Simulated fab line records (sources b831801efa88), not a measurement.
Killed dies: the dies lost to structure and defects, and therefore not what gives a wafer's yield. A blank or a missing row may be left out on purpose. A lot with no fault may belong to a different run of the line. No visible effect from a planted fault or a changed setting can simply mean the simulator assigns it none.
Struck lot and sound lot, side by side | flow gf180mcu | 43 out of 602 route steps
Sound: the wafers L361.3, L361.5, L361.6. Struck: wafer L378.4 (L378.1, L378.3, from the same lot, were not struck and are left out); the cause is given at the end.
Per side, at each step with rows, come the tool, then ch with its chambers, and then its first start. Under that, the readings that differ: sound wafers | struck wafers | difference of the means | sigmas: that difference in standard deviations of wafers without a fault.
alike: words and numbers the same on both sides, and readings whose means are apart by under 2 such deviations; not compared: readings that were withheld, readings missing a value for some wafer, numbers with overlapping values and no deviation given by the record, and bounds like >300 which may hide the same value.
Wherever a step has rows on one side only, a row that says differs or no value, or a row with sigmas, the two part there. Numbers that don't overlap but have no deviation are shown without sigmas and don't part them. A reading that every wafer of one side lacks parts them only if that side has two wafers or more.

first, 5 steps without rows for these wafers: GF_SAB_STRIP_13 (strips in O2/N2); GF_SALICIDE_CLEAN_00 (cleans in SC1/SC2, time 150 s); GF_SALICIDE_WET_ETCH_01 (etches SiO2 in dHF, target depth 5 nm, time 100 s); GF_SALICIDE_SPUTTER_02 (material Co, target thk 10 nm, time 20 s); GF_SALICIDE_SPUTTER_03 (material TiN, target thk 20 nm, time 16.7 s).
GF_SALICIDE_RS_MEAS_04: measurement is done with a four-point probe.
  sound on film-metro-02, day 16 23:38; struck on film-metro-02, day 22 15:23
  alike: SALICIDE_TIN_RS
GF_SALICIDE_THK_MEAS_05: measures by xrf.
  sound on film-metro-02, day 16 23:44; struck on film-metro-02, day 22 15:30
  alike: SALICIDE_TIN_THK
then, 4 steps without rows for these wafers: GF_SALICIDE_RTA_06 (time 30 s); GF_SALICIDE_WET_ETCH_07 (etches the open film in SPM, target depth 120 nm); GF_SALICIDE_RTA_08 (time 30 s); GF_CONTACT_CVD_00 (deposits SiO2, target thk 300 nm, time 50 s).
GF_CONTACT_THK_MEAS_01:
  sound on film-metro-01, day 17 00:09; struck on film-metro-04, day 22 15:54
  alike: CONTACT_CVD_00_THK
GF_CONTACT_CVD_02: deposits SiO2 from TEOS, target thk 860 nm, time 95.992 s.
  sound on pecvd-01 ch 0,1, day 17 00:11; struck on pecvd-04 ch 2, day 22 15:58
  reading            | sound       | struck | difference | sigmas
  heater-power-w (W) | 542 562 573 | 774    | +215       | +2
  not compared: since-wet-clean-h
GF_CONTACT_THK_MEAS_03:
  sound on film-metro-01, day 17 00:17; struck on film-metro-04, day 22 16:02
  alike: CONTACT_CVD_02_THK
GF_CONTACT_CMP_04: polishes SiO2.
  sound on cmp-02 ch 0,3, day 17 00:22; struck on cmp-01 ch 3, day 22 16:16
  reading             | sound        | struck | difference | sigmas
  motor-current-A (A) | 8.1 8.1 10.3 | 13.8   | +5.0       | +3
  alike: slurry-filter-dp-kPa, time-to-endpoint-s
GF_CONTACT_BOW_MEAS_05:
  sound on film-metro-02, day 17 00:40; struck on film-metro-02, day 22 16:34
  alike: CONTACT_BOW
then, 8 steps without rows for these wafers: GF_CONTACT_DEHYDRATE_06 (time 60 s); GF_CONTACT_HMDS_07 (prime time 60 s); GF_CONTACT_COAT_08; GF_CONTACT_COAT_09 (resist thk 1000 nm); GF_CONTACT_SOFTBAKE_10 (time 60 s); GF_CONTACT_EXPOSE_11 (exposes mask Contact, target cd 220 nm); GF_CONTACT_PEB_12 (peb time 90 s); GF_CONTACT_DEVELOP_13 (develop time 60 s).
GF_CONTACT_CD_MEAS_14 targets a cd of 220 nm.
  sound on cd-sem-01, day 17 23:27; struck on cd-sem-01, day 23 15:37
  alike: cd-nm
GF_CONTACT_OVL_MEAS_15:
  sound on overlay-02, day 17 23:32; struck on overlay-02, day 23 15:44
  alike: CONTACT_OVL
then, 6 steps without rows for these wafers: GF_CONTACT_ETCH_16 (etches BARC in N2/H2); GF_CONTACT_ETCH_17 (etches SiO2 in C4F8/O2/Ar, stops on CoSi2, target depth 860 nm); GF_CONTACT_STRIP_18 (strips in O2/N2); GF_CONTACT_CLEAN_19 (cleans in SPM); GF_CONTACT_CLEAN_20 (cleans in DIW); GF_CONTACT_CLEAN_21 (cleans in dHF, time 20 s).
GF_CONTACT_SPUTTER_22: material Ti, target thk 15 nm, time 80.02 s.
  sound on pvd-sputter-04, day 18 00:02; struck on pvd-sputter-04, day 23 16:14
  reading                | sound          | struck | difference | sigmas
  throttle-valve-pct (%) | 31.0 29.1 29.0 | 31.1   | +1.4       | +2
  alike: chamber-pressure-pa
then, 1 step without rows for these wafers: GF_CONTACT_SPUTTER_23 (material TiN, target thk 10 nm, time 40 s).
GF_CONTACT_CVD_24: deposits W, target thk 300 nm, time 90.339 s.
  sound on cvd-w-01 ch 0,1, day 18 00:10; struck on cvd-w-01 ch 1, day 23 16:20
  alike: heater-power-w
  not compared: since-wet-clean-h
GF_CONTACT_RS_MEAS_25: measurement is done with a four-point probe.
  sound on film-metro-02, day 18 00:16; struck on film-metro-01, day 23 16:32
  alike: CONTACT_W_RS
GF_CONTACT_THK_MEAS_26: measures by xrf.
  sound on film-metro-02, day 18 00:22; struck on film-metro-01, day 23 16:39
  alike: CONTACT_W_THK
then, 1 step without rows for these wafers: GF_CONTACT_CMP_27 (polishes, stops on SiO2, t overpolish 15 s, target thk 0 nm).
GF_M1_SPUTTER_00: material Ti, target thk 37.5 nm, time 150 s.
  sound on pvd-sputter-01, day 18 00:43; struck on pvd-sputter-02, day 23 17:03
  alike: chamber-pressure-pa, throttle-valve-pct
then, 2 steps without rows for these wafers: GF_M1_SPUTTER_01 (material TiN, target thk 30 nm, time 25 s); GF_M1_SPUTTER_02 (material AlCu, target thk 450 nm, time 23.9 s).
GF_M1_SPUTTER_03: material Ti, target thk 10 nm, time 6.7 s.
  sound on pvd-sputter-01, day 18 00:52; struck on pvd-sputter-02, day 23 17:13
  alike: chamber-pressure-pa, throttle-valve-pct
-- the record jumps here: 11 days lie between the struck wafers' starts before and after (it left off in module M1 and takes up again in module PASSIVATION, whose first step shown is number 602 of the route) --
GF_PASSIVATION_PROBE_99:
  record: rows for the struck wafers here (prober-01, day 35 00:19), none for the sound ones

WHERE THEY PART
At GF_CONTACT_CVD_02 first; at GF_PASSIVATION_PROBE_99 last (within this record only).

WHY: what had been put in by the simulator
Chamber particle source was pecvd-04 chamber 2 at GF_CONTACT_CVD_02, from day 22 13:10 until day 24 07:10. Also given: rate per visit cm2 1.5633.
